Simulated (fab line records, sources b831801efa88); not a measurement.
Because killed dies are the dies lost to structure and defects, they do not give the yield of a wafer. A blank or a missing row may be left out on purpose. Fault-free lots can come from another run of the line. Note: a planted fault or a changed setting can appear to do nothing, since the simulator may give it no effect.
Which tool did it? + flow sky130 + route of 708 steps, sampled at 1 step: 12 lots, 36 wafers

== WHAT THE GAUGES READ, wafer by wafer ==
SKY_SONOS_ONO_THK_MEAS_03.
| lot  | measured     | on            | SONOS_ONO_CVD_02_THK (nm) |
|------|--------------|---------------|---------------------------|
| L075 | day 12 12:16 | film metro-04 | 10.50 10.28 10.60         |
| L077 | day 12 16:32 | film metro-04 | 10.58 10.52 10.74         |
| L079 | day 13 09:38 | film metro-02 | 10.68 10.52 10.64         |
| L080 | day 13 23:31 | film metro-02 | 10.46 10.56 10.52         |
| L083 | day 14 10:10 | film metro-04 | 10.41 10.32 10.32         |
| L085 | day 15 06:08 | film metro-02 | 10.62 10.74 10.61         |
| L087 | day 15 15:21 | film metro-04 | 10.42 10.59 10.47         |
| L089 | day 16 04:43 | film metro-04 | 10.35 10.27 10.39         |
| L091 | day 16 20:49 | film metro-02 | 10.43 10.38 10.47         |
| L093 | day 17 12:49 | film metro-04 | 10.58 10.32 10.29         |
| L095 | day 18 13:32 | film metro-02 | 10.46 10.56 10.51         |
| L097 | day 19 04:10 | film metro-02 | 10.50 10.58 10.38         |

== WHAT TOOL EACH LOT RAN ON (gives the tool, then ch and the chambers of the sampled wafers, and finally the start) ==
No process step before these readings appears in the record.

== THE ANSWER, worked out from the rows above alone ==
Rule: the lots themselves supply what counts as usual. The widest of any qualifying gaps counts: lots, ordered by their means at a reading, are off when they make up no more than a third of the lots, leave a main group of 4 or more, and stand apart from it by 3 or more times the standard deviation of that group's means. A main group is skipped when, at the precision printed for the reading in the tables above, its means are all equal. A lot without any number at a reading at which 4 lots or more have one is off too. The other lots that the step has rows for count as sound.
Nothing can be told from this: no lot is off at any reading shown.

== WHAT THE SIMULATOR HAD INSERTED ==
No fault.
